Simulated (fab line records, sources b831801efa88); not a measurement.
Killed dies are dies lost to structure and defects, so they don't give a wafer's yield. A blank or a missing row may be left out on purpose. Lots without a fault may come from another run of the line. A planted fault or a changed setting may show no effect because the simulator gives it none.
One fault seen from 2 desks | flow gf180mcu | each desk has only its own numbers; what lay behind them comes last

THE TOOL OWNER'S DESK: litho_track-01
The tool's own readings at GF_POLY_GATE_DEVELOP_09 (develop time 60 s): means of the sampled wafers that have a number, for each lot that ran on this tool. A lot is out of limits, marked OUT, if its mean lies more than 4 standard deviations from the usual mean; the brackets give that distance.
Columns: A = chill_plate_temp_C at GF_POLY_GATE_DEVELOP_09, usual 23.00 C; B = developer_temp_C at GF_POLY_GATE_DEVELOP_09, usual 20.97 C
lot  | first seen here | A     | B
L781 | day 9 08:14     | 22.98 | 21.10
L791 | day 12 04:26    | 23.11 | 21.07
L797 | day 13 22:49    | 22.85 | 20.93
L801 | day 14 19:43    | 23.00 | 21.66 (+6.2) OUT
L802 | day 15 06:32    | 23.03 | 21.78 (+7.3) OUT
This desk's finding: out of limits on L801, L802; first on L801, day 14 19:43 (developer_temp_C at GF_POLY_GATE_DEVELOP_09). In limits: L781, L791, L797.

THE METROLOGY DESK
What the gauges read, lot by lot, whatever tool the lot ran on: means of the sampled wafers that have a number. A lot is out of limits, marked OUT, if its mean lies more than 4 standard deviations from the usual mean; the brackets give that distance.
Columns: A = MVSD_RS at GF_VT_IMPLANT_RS_MEAS_46, usual 457.1 ohm/sq; B = cd_nm at GF_POLY_GATE_CD_MEAS_10, usual 280.1 nm
lot  | first seen here | A     | B
L781 | day 7 14:20     | 456.2 | 279.5
L782 | day 7 21:15     | 457.5 | 283.0
L786 | day 9 00:56     | 457.6 | 279.8
L787 | day 9 06:47     | 457.2 | 280.6
L788 | day 9 12:22     | 458.1 | 278.0
L789 | day 9 19:35     | 456.6 | 280.2
L790 | day 10 02:41    | 458.8 | 277.5
L791 | day 10 06:27    | 456.2 | 280.9
L797 | day 11 19:51    | 458.2 | 279.0
L800 | day 12 15:38    | 457.3 | 280.2
L801 | day 12 18:28    | 457.7 | 280.9
L802 | day 13 03:44    | 456.7 | 281.0
L803 | day 13 10:15    | 457.1 | 280.2
L804 | day 13 17:06    | 456.7 | 279.5
This desk's finding: nothing out of limits on any of the 14 lots.

PUT TOGETHER
The tool owner's desk could have raised an alarm at day 14 19:43, on L801, L802.
The metrology desk saw nothing out of limits.
The metrology desk has L801, L802 on record, within its limits.
Of the lots named, all ran GF_POLY_GATE_DEVELOP_09 on litho_track-01.

WHAT THE SIMULATOR HAD PUT IN
Process parameter drift: litho_track-01, from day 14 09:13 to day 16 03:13, at GF_POLY_GATE_DEVELOP_09. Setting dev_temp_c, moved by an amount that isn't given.
Lots struck among those shown: L801, L802.
Hours from the fault's start to each desk's first reading out of limits: the tool owner's desk, 10.
